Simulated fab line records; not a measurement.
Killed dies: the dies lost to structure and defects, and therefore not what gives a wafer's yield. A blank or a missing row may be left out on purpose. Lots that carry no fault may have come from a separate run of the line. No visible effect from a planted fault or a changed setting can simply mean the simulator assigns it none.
Commonality check across tools :: flow gf180mcu :: 15 lots, 45 wafers sampled

== REASON FOR OPENING ==
Flagged at GF_STI_CD_MEAS_12: reading cd nm, on 3 of 15 lots. Wafers without a fault read 219.8 nm, standard deviation 1.4.
Rule: flag the lot when none of its wafers has a number, or when each of its wafers that has one lies beyond 4 standard deviations from that mean. All remaining lots are regarded as sound.

lot: L242
measured: day 2 02:31
on: cd sem-02
cd nm (nm), wafer by wafer: 218.6 217.6 219.2
flag: 

lot: L243
measured: day 2 07:20
on: cd sem-02
cd nm (nm), wafer by wafer: 219.9 219.9 219.4
flag: 

lot: L244
measured: day 2 11:49
on: cd sem-02
cd nm (nm), wafer by wafer: 219.6 221.4 221.2
flag: 

lot: L249
measured: day 3 13:23
on: cd sem-01
cd nm (nm), wafer by wafer: 265.6 266.2 265.9
flag: FLAGGED

lot: L250
measured: day 3 18:34
on: cd sem-02
cd nm (nm), wafer by wafer: 264.4 263.9 264.5
flag: FLAGGED

lot: L252
measured: day 4 05:32
on: cd sem-01
cd nm (nm), wafer by wafer: 252.7 253.3 252.3
flag: FLAGGED

lot: L254
measured: day 4 15:42
on: cd sem-02
cd nm (nm), wafer by wafer: 217.7 219.7 218.3
flag: 

lot: L256
measured: day 5 03:01
on: cd sem-01
cd nm (nm), wafer by wafer: 220.0 219.2 221.0
flag: 

lot: L257
measured: day 5 07:11
on: cd sem-02
cd nm (nm), wafer by wafer: 218.6 220.0 218.9
flag: 

lot: L259
measured: day 5 16:46
on: cd sem-02
cd nm (nm), wafer by wafer: 220.4 220.1 220.3
flag: 

lot: L261
measured: day 6 04:02
on: cd sem-01
cd nm (nm), wafer by wafer: 220.9 220.4 221.1
flag: 

lot: L262
measured: day 6 11:03
on: cd sem-02
cd nm (nm), wafer by wafer: 220.7 220.2 221.0
flag: 

lot: L263
measured: day 6 14:08
on: cd sem-01
cd nm (nm), wafer by wafer: 221.4 221.5 219.4
flag: 

lot: L264
measured: day 6 18:52
on: cd sem-02
cd nm (nm), wafer by wafer: 216.7 218.0 217.4
flag: 

lot: L265
measured: day 7 01:09
on: cd sem-02
cd nm (nm), wafer by wafer: 219.5 219.2 218.9
flag: 
The mean of the flagged lots' numbers is 261.0 nm, +41.2 nm from the usual (+29 standard deviations).

== TOOL THAT RAN EACH LOT ==
The record holds 1 process step before the reading, out of a route of 602 steps. Each cell gives the tool, then ch followed by the chambers the sampled wafers passed through, then the start.
lot: L242
flag: 
GF_STI_PEB_10: litho track-04 ch 0, day 2 02:10

lot: L243
flag: 
GF_STI_PEB_10: litho track-04 ch 0, day 2 07:00

lot: L244
flag: 
GF_STI_PEB_10: litho track-03 ch 0, day 2 11:28

lot: L249
flag: FLAGGED
GF_STI_PEB_10: litho track-04 ch 0, day 3 13:03

lot: L250
flag: FLAGGED
GF_STI_PEB_10: litho track-04 ch 0, day 3 18:14

lot: L252
flag: FLAGGED
GF_STI_PEB_10: litho track-04 ch 0, day 4 05:13

lot: L254
flag: 
GF_STI_PEB_10: litho track-03 ch 0, day 4 15:22

lot: L256
flag: 
GF_STI_PEB_10: litho track-02 ch 0, day 5 02:42

lot: L257
flag: 
GF_STI_PEB_10: litho track-02 ch 0, day 5 06:50

lot: L259
flag: 
GF_STI_PEB_10: litho track-03 ch 0, day 5 16:25

lot: L261
flag: 
GF_STI_PEB_10: litho track-03 ch 0, day 6 03:41

lot: L262
flag: 
GF_STI_PEB_10: litho track-03 ch 0, day 6 10:43

lot: L263
flag: 
GF_STI_PEB_10: litho track-02 ch 0, day 6 13:47

lot: L264
flag: 
GF_STI_PEB_10: litho track-03 ch 0, day 6 18:31

lot: L265
flag: 
GF_STI_PEB_10: litho track-04 ch 0, day 7 00:50
What these steps do:
- GF_STI_PEB_10: peb time 90 s.
- GF_STI_CD_MEAS_12: target cd 220 nm.

== FLAGGED AGAINST TOTAL, ONE TOOL AT A TIME (gauges that did the reading follow at the end) ==
step: GF_STI_PEB_10
tool: litho track-02
lots run: 3
flagged: 0
share of the flagged lots: none
sound lots run after its first flagged lot: -

step: GF_STI_PEB_10
tool: litho track-03
lots run: 6
flagged: 0
share of the flagged lots: none
sound lots run after its first flagged lot: -

step: GF_STI_PEB_10
tool: litho track-04
lots run: 6
flagged: 3
share of the flagged lots: all
sound lots run after its first flagged lot: 1 (L265)

step: GF_STI_CD_MEAS_12
tool: cd sem-01
lots run: 5
flagged: 2
share of the flagged lots: some
sound lots run after its first flagged lot: 3 (L256,L261,L263)

step: GF_STI_CD_MEAS_12
tool: cd sem-02
lots run: 10
flagged: 1
share of the flagged lots: some
sound lots run after its first flagged lot: 6 (L254,L257,L259,L262,L264,L265)

== WHAT THE TABLE ALLOWS ==
All flagged lots share 1 row of the table, namely litho track-04 at GF_STI_PEB_10.
- litho track-04 at GF_STI_PEB_10 ran 6 lots, 3 of them flagged. Lots that were sound ran on it after the first flagged one (L265); a persistent fault on the entire tool would not allow that. Its own readings (heater power total W, plate temp C) fall more than 4 standard deviations out on all wafers of the flagged lots.
Every row of the table either missed a flagged lot or ran a sound lot after the first.

== WHAT THE SIMULATOR HAD INSERTED ==
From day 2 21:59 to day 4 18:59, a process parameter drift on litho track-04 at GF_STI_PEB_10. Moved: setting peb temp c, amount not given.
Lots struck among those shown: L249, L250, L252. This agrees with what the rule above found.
